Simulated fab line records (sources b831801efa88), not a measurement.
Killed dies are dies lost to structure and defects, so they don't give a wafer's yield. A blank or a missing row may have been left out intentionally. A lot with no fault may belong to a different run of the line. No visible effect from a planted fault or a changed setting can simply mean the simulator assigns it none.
fab line records ; flow sky130
[record] lots = 6; wafers = 18; lastDay = 50
route steps=708 shown LOCAL_INTERCONNECT@388 PAD_OPEN@708
lots with no fault: from the same line, run without faults
startH: hours from the record's opening day to when the first of the lot's shown wafers began ; waitH: hours from the lot's prior step to this one ; " unchanged from the row above ; L1.1+2: a single row standing in for several wafers ; - either no value or no given start ; * or withheld: withheld ; < > ~ a bound
route shown NAME@n: names a module that has steps shown in the file, with the first one's number in the route ; usual: average and standard deviation across the fault-free wafers ; same: alike in all rows ; chamber/n: place in a boat ; sites: each site's reading ; _std_site: standard deviation of those values ; _edge_site: outer sites' mean less inner sites' ; radiusMm: how far each site lies from the wafer's centre ; mask NAME#n: copy n ; behind: the most recent tool/chamber to have shaped the wafer ; hold: cause of the lot's hold/its duration in hours/its outcome ; device: which transistor (n, p or np) failed to switch ; end of line: the route-end tests of the same wafers ; step lacking rows: just its recipe ; killed: dies that structure and defects cost at the first sort, which is not the same as the wafer's yield ; map: dies across one wafer; x = killed, . = not, _ = none there
set.NAME: the setting the step ran with; set.NAME@STEP: the setting that earlier step ran with ; model.NAME: the simulator's own value behind a step, which no gauge read
lots at selected steps of the route; one table per step, one row per wafer
services: when a tool's chamber went out of use (startH, in hours from the record's first day, below 0 if earlier), for how many hours, and the reason
[[steps]]
[step SKY_LOCAL_INTERCONNECT_RS_MEAS_01]
[recipe] thkMeasGauge = four-point-probe; reads = TiN_of_LOCAL_INTERCONNECT_SPUTTER_00
[usual] LOCAL_INTERCONNECT_TIN_RS = 14.14/0.16
lot.wafer;tool;chamber;startH;waitH;LOCAL_INTERCONNECT_TIN_RS[ohm/sq]
L190.1;filmMetro-01;-;763.71;0.0;13.92
L190.5;filmMetro-01;-;763.71;0.0;14.25
L190.6;filmMetro-01;-;763.71;0.0;14.11
L189.3;filmMetro-04;-;764.74;0.1;14.36
L189.4;filmMetro-04;-;764.74;0.1;14.48
L189.5;filmMetro-04;-;764.74;0.1;14.48
L196.2;filmMetro-01;-;811.73;0.1;13.88
L196.4;filmMetro-01;-;811.73;0.1;13.90
L196.5;filmMetro-01;-;811.73;0.1;13.96
L199.1;filmMetro-03;-;838.14;0.0;13.96
L199.3;filmMetro-03;-;838.14;0.0;14.03
L199.4;filmMetro-03;-;838.14;0.0;14.11
L200.1;filmMetro-01;-;842.17;0.0;14.15
L200.5;filmMetro-01;-;842.17;0.0;14.19
L200.6;filmMetro-01;-;842.17;0.0;14.13
L201.1;filmMetro-03;-;843.96;0.0;14.30
L201.2;filmMetro-03;-;843.96;0.0;13.98
L201.6;filmMetro-03;-;843.96;0.0;14.04
[step SKY_LOCAL_INTERCONNECT_THK_MEAS_02]
[recipe] thkMeasGauge = xrf; reads = TiN_of_LOCAL_INTERCONNECT_SPUTTER_00
[usual] LOCAL_INTERCONNECT_TIN_THK = 100.6/1.1
lot.wafer;tool;chamber;startH;waitH;LOCAL_INTERCONNECT_TIN_THK[nm]
L190.1;filmMetro-01;-;763.83;0.1;101.8
L190.5;filmMetro-01;-;763.83;0.1;99.8
L190.6;filmMetro-01;-;763.83;0.1;100.4
L189.3;filmMetro-04;-;764.84;0.1;99.0
L189.4;filmMetro-04;-;764.84;0.1;97.7
L189.5;filmMetro-04;-;764.84;0.1;97.9
L196.2;filmMetro-01;-;811.84;0.1;102.1
L196.4;filmMetro-01;-;811.84;0.1;101.7
L196.5;filmMetro-01;-;811.84;0.1;101.4
L199.1;filmMetro-03;-;838.26;0.1;100.9
L199.3;filmMetro-03;-;838.26;0.1;100.8
L199.4;filmMetro-03;-;838.26;0.1;100.1
L200.1;filmMetro-01;-;842.29;0.1;101.2
L200.5;filmMetro-01;-;842.29;0.1;101.0
L200.6;filmMetro-01;-;842.29;0.1;101.4
L201.1;filmMetro-03;-;844.08;0.1;100.0
L201.2;filmMetro-03;-;844.08;0.1;101.7
L201.6;filmMetro-03;-;844.08;0.1;101.6
[step SKY_LOCAL_INTERCONNECT_DEHYDRATE_03]
[recipe] tempC = 200; timeS = 60
[step SKY_LOCAL_INTERCONNECT_HMDS_04]
[recipe] primeTimeS = 60; primeTempC = 120
[step SKY_LOCAL_INTERCONNECT_COAT_05]
[recipe] resist = BARC; tempC = withheld; timeS = withheld; spinRpm = 3000; resistThkNm = 60
[step SKY_LOCAL_INTERCONNECT_COAT_06]
[recipe] resist = KrF-thick; spinRpm = 3000; resistThkNm = 450
[step SKY_LOCAL_INTERCONNECT_SOFTBAKE_07]
[recipe] tempC = 100; timeS = 90; resist = KrF-thick
[step SKY_LOCAL_INTERCONNECT_EXPOSE_08]
[recipe] maskId = LI1M; na = 0.8; sourceShape = annular; sigmaInner = 0.55; sigmaOuter = 0.85; targetCdNm = 170; doseMj = 28
[step SKY_LOCAL_INTERCONNECT_PEB_09]
[recipe] pebTempC = withheld; pebTimeS = withheld; resist = KrF-thick
[step SKY_LOCAL_INTERCONNECT_DEVELOP_10]
[recipe] developTimeS = 60; resist = KrF-thick; devTempC = 21
[step SKY_LOCAL_INTERCONNECT_CD_MEAS_11]
[recipe] targetCdNm = 170
[usual] cdNm = 169.9/1.4
lot.wafer;tool;chamber;startH;waitH;cdNm
L190.1;cdSem-01;-;790.23;-;171.6
L190.5;cdSem-01;-;790.23;-;169.5
L190.6;cdSem-01;-;790.23;-;170.0
L189.3;cdSem-02;-;791.57;-;169.8
L189.4;cdSem-02;-;791.57;-;170.5
L189.5;cdSem-02;-;791.57;-;169.2
L196.2;cdSem-01;-;838.01;-;169.9
L196.4;cdSem-01;-;838.01;-;171.6
L196.5;cdSem-01;-;838.01;-;170.7
L199.1;cdSem-02;-;864.14;-;169.3
L199.3;cdSem-02;-;864.14;-;170.0
L199.4;cdSem-02;-;864.14;-;170.4
L200.1;cdSem-01;-;868.52;-;171.2
L200.5;cdSem-01;-;868.52;-;168.2
L200.6;cdSem-01;-;868.52;-;171.2
L201.1;cdSem-02;-;870.62;-;172.8
L201.2;cdSem-02;-;870.62;-;170.6
L201.6;cdSem-02;-;870.62;-;170.9
[step SKY_LOCAL_INTERCONNECT_OVL_MEAS_12]
[usual] LOCAL_INTERCONNECT_OVL = 0/4.7
lot.wafer;tool;chamber;startH;waitH;LOCAL_INTERCONNECT_OVL[nm]
L190.1;overlay-01;-;790.35;0.1;4
L190.5;overlay-01;-;790.35;0.1;6
L190.6;overlay-01;-;790.35;0.1;8
L189.3;overlay-02;-;791.66;0.1;-6
L189.4;overlay-02;-;791.66;0.1;-11
L189.5;overlay-02;-;791.66;0.1;-2
L196.2;overlay-01;-;838.11;0.1;2
L196.4;overlay-01;-;838.11;0.1;-4
L196.5;overlay-01;-;838.11;0.1;3
L199.1;overlay-02;-;864.26;0.1;4
L199.3;overlay-02;-;864.26;0.1;-3
L199.4;overlay-02;-;864.26;0.1;8
L200.1;overlay-01;-;868.64;0.1;-4
L200.5;overlay-01;-;868.64;0.1;0
L200.6;overlay-01;-;868.64;0.1;-4
L201.1;overlay-01;-;870.74;0.1;0
L201.2;overlay-01;-;870.74;0.1;4
L201.6;overlay-01;-;870.74;0.1;-2
[step SKY_LOCAL_INTERCONNECT_ETCH_13]
[recipe] chemistry = N2/H2; target = BARC; ionEnergyEv = 200; biasW = 100; pressureMtorr = 30; n2FlowSccm = 100; h2FlowSccm = 200; icpW = 500; stopOn = SiO2; timeS = 45.9; targetDepthA = 600
[usual] drypumpMotorCurrentA = 5.64/0.2; h2FlowSccm = 200.0/0.67; heBacksideLeakSccm = 3.21/0.19; oesProductAu = 0.855/0.0051; throttleValvePct = 13.224/0.009
lot.wafer;tool;chamber;startH;waitH;drypumpMotorCurrentA;h2FlowSccm;heBacksideLeakSccm;oesProductAu;rfHoursCounterH;throttleValvePct;model.SiO2_of_SONOS_ONO_CVD_04.thkNm
L190.1;rieMetal-02;0;790.39;0.0;5.74;201.3;2.90;0.855;2;13.223;4.185
L190.5;rieMetal-02;0;790.39;0.0;5.73;200.7;3.10;0.864;-;13.214;4.258
L190.6;rieMetal-02;1;790.39;0.0;5.77;199.4;2.98;0.861;-;13.224;4.162
L189.3;rieMetal-02;0;791.71;0.0;5.72;200.8;3.30;0.858;-;13.224;4.103
L189.4;rieMetal-02;1;791.71;0.0;5.77;199.7;3.13;0.862;-;13.226;4.06
L189.5;rieMetal-02;0;791.71;0.0;5.70;200.6;3.30;0.855;-;13.210;4.056
L196.2;rieMetal-04;0;838.14;0.0;5.31;199.8;2.87;0.846;16;13.242;4.176
L196.4;rieMetal-04;1;838.14;0.0;5.36;199.4;3.38;0.844;-;13.219;4.178
L196.5;rieMetal-04;1;838.14;0.0;5.39;199.5;3.31;0.848;-;13.230;4.186
L199.1;rieMetal-02;0;864.29;0.0;5.70;198.4;3.24;0.848;5;13.239;4.223
L199.3;rieMetal-02;0;864.29;0.0;5.74;198.4;3.25;0.852;-;13.207;4.167
L199.4;rieMetal-02;1;864.29;0.0;5.75;199.4;2.91;0.852;-;13.235;4.233
L200.1;rieMetal-04;0;868.67;0.0;5.30;200.3;3.25;0.848;18;13.228;4.111
L200.5;rieMetal-04;0;868.67;0.0;5.29;199.6;3.62;0.845;-;13.219;4.131
L200.6;rieMetal-04;0;868.67;0.0;5.30;200.4;3.23;0.858;-;13.217;4.133
L201.1;rieMetal-03;0;870.77;0.0;5.63;200.4;3.39;0.856;16;13.227;4.126
L201.2;rieMetal-03;1;870.77;0.0;5.83;201.1;3.34;0.858;15;13.219;4.107
L201.6;rieMetal-03;0;870.77;0.0;5.68;199.8;3.30;0.849;-;13.213;4.157
[step SKY_LOCAL_INTERCONNECT_METAL_ETCH_14]
[recipe] targetDepthNm = 110; stopOn = PSG; chemistry = Cl2/BCl3; target = TiN; resistSidewallDeg = 88; pressureMtorr = 10; icpW = 900; biasW = 48.5; Cl2_flow_sccm = 60; bcl3FlowSccm = 30; timeS = 31.4
[usual] drypumpMotorCurrentA = 5.63/0.2; heBacksideLeakSccm = 3.25/0.18; oesProductAu = 0.941/0.0073; throttleValvePct = 21.900/0.0096
lot.wafer;tool;chamber;startH;waitH;drypumpMotorCurrentA;heBacksideLeakSccm;oesProductAu;rfHoursCounterH;throttleValvePct
L190.1;rieMetal-02;0;790.45;0.0;5.70;3.05;0.949;2;21.889
L190.5;rieMetal-02;0;790.45;0.0;5.73;3.21;0.943;-;21.889
L190.6;rieMetal-02;1;790.45;0.0;5.79;3.05;0.934;-;21.918
L189.3;rieMetal-02;0;791.77;0.0;5.72;3.14;0.943;-;21.905
L189.4;rieMetal-02;1;791.77;0.0;5.75;3.27;0.929;-;21.910
L189.5;rieMetal-02;0;791.77;0.0;5.73;3.11;0.938;-;21.917
L196.2;rieMetal-04;0;838.23;0.1;5.29;3.13;0.947;16;21.881
L196.4;rieMetal-04;1;838.23;0.1;5.38;3.17;0.950;-;21.900
L196.5;rieMetal-04;1;838.23;0.1;5.39;3.32;0.954;-;21.906
L199.1;rieMetal-02;0;864.36;0.0;5.72;3.21;0.939;5;21.906
L199.3;rieMetal-02;0;864.36;0.0;5.73;3.05;0.949;-;21.890
L199.4;rieMetal-02;1;864.36;0.0;5.76;3.07;0.947;-;21.911
L200.1;rieMetal-04;0;868.80;0.1;5.30;3.26;0.945;18;21.902
L200.5;rieMetal-04;0;868.80;0.1;5.28;3.02;0.943;-;21.912
L200.6;rieMetal-04;0;868.80;0.1;5.27;3.24;0.941;-;21.902
L201.1;rieMetal-03;0;870.86;0.1;5.63;3.45;0.936;16;21.911
L201.2;rieMetal-03;1;870.86;0.1;5.80;3.68;0.945;15;21.892
L201.6;rieMetal-03;0;870.86;0.1;5.65;3.47;0.950;-;21.889
[step SKY_PAD_OPEN_PROBE_99]
[usual] killed_at_M0_to_M3 = 43/6.3; killed_at_M4_up = 3.3/1.7; killedAtContacts = 24/5.4; killedAtFrontEnd = 16/4.6; killedAtOther = 0.4/0.7; killedDies = 87/9.4; killedOpen = 47/6.9; killedShort = 39/6.1
[same] grossDies = 492; killedAtBackSide = 0
lot.wafer;tool;chamber;startH;waitH;killed_at_M0_to_M3;killed_at_M4_up;killedAtContacts;killedAtFrontEnd;killedAtOther;killedDies;killedOpen;killedShort
L190.1;prober-01;-;1138.04;0.1;49;1;29;17;0;96;46;50
L190.5;prober-01;-;1138.24;0.2;40;3;34;14;1;92;51;40
L190.6;prober-01;-;1138.29;0.2;48;3;25;22;1;99;53;45
L189.3;prober-02;-;1140.41;0.2;44;3;18;29;0;94;52;38
L189.4;prober-02;-;1140.46;0.2;38;1;28;30;0;97;45;48
L189.5;prober-02;-;1140.51;0.2;40;5;31;18;2;96;54;41
L196.2;prober-02;-;1172.25;0.1;35;5;25;12;0;77;46;31
L196.4;prober-02;-;1172.35;0.2;38;4;26;14;0;82;45;37
L196.5;prober-02;-;1172.40;0.2;30;3;22;12;0;67;38;29
L199.1;prober-01;-;1190.95;0.1;48;5;27;21;1;102;52;50
L199.3;prober-01;-;1191.05;0.2;39;5;21;18;0;83;38;45
L199.4;prober-01;-;1191.10;0.2;59;1;32;16;0;108;56;52
L200.1;prober-02;-;1191.69;0.1;47;2;21;11;2;83;44;39
L200.5;prober-02;-;1191.89;0.2;42;2;34;16;0;94;52;42
L200.6;prober-02;-;1191.94;0.2;37;4;19;12;0;72;35;37
L201.1;prober-01;-;1192.68;0.1;45;5;25;25;0;100;60;40
L201.2;prober-01;-;1192.73;0.1;43;2;24;14;0;83;37;46
L201.6;prober-01;-;1192.93;0.2;43;2;18;14;0;77;41;36
// killed by level:class
L190.1 CONTACT:geometricParticle:open=10 CONTACT:geometricParticle:short=9 METAL1:geometricParticle:short=8 VIA1:geometricParticle:open=8 LI_CONTACT:geometricParticle:open=7 METAL2:geometricParticle:short=7 VIA2:geometricParticle:open=7 VIA1:geometricParticle:short=6
L190.5 CONTACT:geometricParticle:open=15 VIA3:geometricParticle:open=9 LI_CONTACT:geometricParticle:open=7 VIA1:geometricParticle:open=6 METAL1:geometricParticle:short=6 CONTACT:geometricParticle:short=5 VIA1:geometricParticle:short=5 FIELD_ISO:geometricParticle:short=4
L190.6 VIA1:geometricParticle:open=10 CONTACT:geometricParticle:open=9 VIA3:geometricParticle:open=9 METAL1:geometricParticle:short=8 LI_CONTACT:geometricParticle:open=8 POLY_GATE:geometricParticle:open=6 FIELD_ISO:geometricParticle:short=5 POLY_GATE:geometricParticle:short=5
L189.3 VIA1:geometricParticle:open=13 POLY_GATE:geometricParticle:open=10 VIA1:geometricParticle:short=9 LI_CONTACT:geometricParticle:open=8 FIELD_ISO:geometricParticle:open=6 METAL2:geometricParticle:short=4 VIA2:geometricParticle:open=4 VIA3:geometricParticle:short=4
L189.4 LI_CONTACT:geometricParticle:open=13 FIELD_ISO:geometricParticle:short=10 VIA1:geometricParticle:open=10 VIA2:geometricParticle:short=6 CONTACT:geometricParticle:open=5 CONTACT:geometricParticle:short=5 METAL1:geometricParticle:short=5 FIELD_ISO:geometricParticle:open=4
L189.5 CONTACT:geometricParticle:open=11 VIA1:geometricParticle:open=10 LI_CONTACT:geometricParticle:open=9 VIA2:geometricParticle:open=8 VIA3:geometricParticle:open=7 POLY_GATE:geometricParticle:short=6 LOCAL_INTERCONNECT:geometricParticle:short=6 FIELD_ISO:geometricParticle:short=5
L196.2 CONTACT:geometricParticle:open=9 VIA1:geometricParticle:open=8 LI_CONTACT:geometricParticle:open=7 VIA1:geometricParticle:short=6 VIA2:geometricParticle:open=6 VIA3:geometricParticle:open=5 METAL4:geometricParticle:short=5 POLY_GATE:geometricParticle:open=4
L196.4 VIA3:geometricParticle:open=9 LI_CONTACT:geometricParticle:open=7 VIA1:geometricParticle:open=6 FIELD_ISO:geometricParticle:open=6 LI_CONTACT:geometricParticle:short=5 CONTACT:geometricParticle:open=5 CONTACT:geometricParticle:short=5 METAL1:geometricParticle:short=5
L196.5 VIA1:geometricParticle:open=8 CONTACT:geometricParticle:open=7 CONTACT:geometricParticle:short=6 VIA3:geometricParticle:open=5 LI_CONTACT:geometricParticle:open=4 VIA1:geometricParticle:short=4 FIELD_ISO:geometricParticle:short=3 FIELD_ISO:geometricParticle:open=3
L199.1 VIA1:geometricParticle:open=14 LI_CONTACT:geometricParticle:open=9 VIA2:geometricParticle:open=7 CONTACT:geometricParticle:open=7 METAL2:geometricParticle:short=6 FIELD_ISO:geometricParticle:open=5 LI_CONTACT:geometricParticle:short=5 VIA1:geometricParticle:short=5
L199.3 VIA1:geometricParticle:short=9 VIA1:geometricParticle:open=9 LI_CONTACT:geometricParticle:open=6 METAL2:geometricParticle:short=6 FIELD_ISO:geometricParticle:open=5 VIA2:geometricParticle:open=5 CONTACT:geometricParticle:short=4 CONTACT:geometricParticle:open=4
L199.4 VIA1:geometricParticle:open=15 CONTACT:geometricParticle:open=11 LI_CONTACT:geometricParticle:open=10 VIA1:geometricParticle:short=9 VIA2:geometricParticle:open=7 FIELD_ISO:geometricParticle:short=6 VIA2:geometricParticle:short=6 CONTACT:geometricParticle:short=6
L200.1 VIA1:geometricParticle:open=11 VIA2:geometricParticle:open=8 LI_CONTACT:geometricParticle:open=7 LOCAL_INTERCONNECT:geometricParticle:short=5 CONTACT:geometricParticle:open=5 METAL2:geometricParticle:short=4 METAL1:geometricParticle:short=4 METAL3:geometricParticle:short=4
L200.5 CONTACT:geometricParticle:open=14 VIA1:geometricParticle:open=8 VIA3:geometricParticle:open=7 LOCAL_INTERCONNECT:geometricParticle:short=7 VIA2:geometricParticle:open=6 METAL1:geometricParticle:short=5 LI_CONTACT:geometricParticle:short=5 LI_CONTACT:geometricParticle:open=5
L200.6 CONTACT:geometricParticle:open=7 METAL3:geometricParticle:short=5 CONTACT:geometricParticle:short=4 POLY_GATE:geometricParticle:open=4 METAL4:geometricParticle:short=4 LI_CONTACT:geometricParticle:open=4 VIA1:geometricParticle:short=4 VIA3:geometricParticle:open=4
L201.1 POLY_GATE:geometricParticle:open=10 CONTACT:geometricParticle:open=10 VIA1:geometricParticle:open=10 LI_CONTACT:geometricParticle:open=8 POLY_GATE:geometricParticle:short=8 VIA2:geometricParticle:open=8 VIA1:geometricParticle:short=7 VIA3:geometricParticle:open=7
L201.2 CONTACT:geometricParticle:open=9 METAL1:geometricParticle:short=8 VIA1:geometricParticle:open=8 LOCAL_INTERCONNECT:geometricParticle:short=7 METAL2:geometricParticle:short=7 VIA3:geometricParticle:short=6 VIA2:geometricParticle:open=5 FIELD_ISO:geometricParticle:open=3
L201.6 CONTACT:geometricParticle:open=8 VIA1:geometricParticle:open=8 POLY_GATE:geometricParticle:open=6 METAL2:geometricParticle:short=6 VIA2:geometricParticle:open=5 VIA1:geometricParticle:short=4 VIA2:geometricParticle:short=4 METAL3:geometricParticle:short=4
[[services]]
tool;chamber;startH;hours;kind
rieMetal-04;1;804.66;14.9;repair
rieMetal-04;-;828.11;1.4;pm
rieMetal-02;1;849.23;-;clean
rieMetal-02;1;849.23;14.9;scheduledDown
rieMetal-02;1;849.23;14.9;ventCycle
rieMetal-04;1;855.58;-;clean
rieMetal-04;1;855.58;17.5;scheduledDown
rieMetal-04;1;855.58;17.5;ventCycle
[[key]]
firstSign none at tools or gauges
[modelEffect] step = SKY_LOCAL_INTERCONNECT_ETCH_13; value = SiO2_of_SONOS_ONO_CVD_04.thkNm; without = 4.308; struck = 4.137
metAt SKY_LOCAL_INTERCONNECT_ETCH_13
struckWafers L189.3,L189.4,L189.5,L190.1,L190.5,L190.6
testerLeftOut L189,L190
[fault] kind = processParameterDrift; tool = rieMetal-02; chamber = -; onsetH = 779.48; steps = SKY_LOCAL_INTERCONNECT_ETCH_13; channel = ionEnergyEv; offset = 32; shape = step; endH = 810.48; actsIn = theseRecipesOnly; stated = 200
// testerLeftOut: of these lots the tester's yield and bins aren't shown, on N5 and GAA mostly nor the transistor test; their killed dies are dies lost to structure and defects alone, not to doping, threshold or leakage, so they don't give the yield
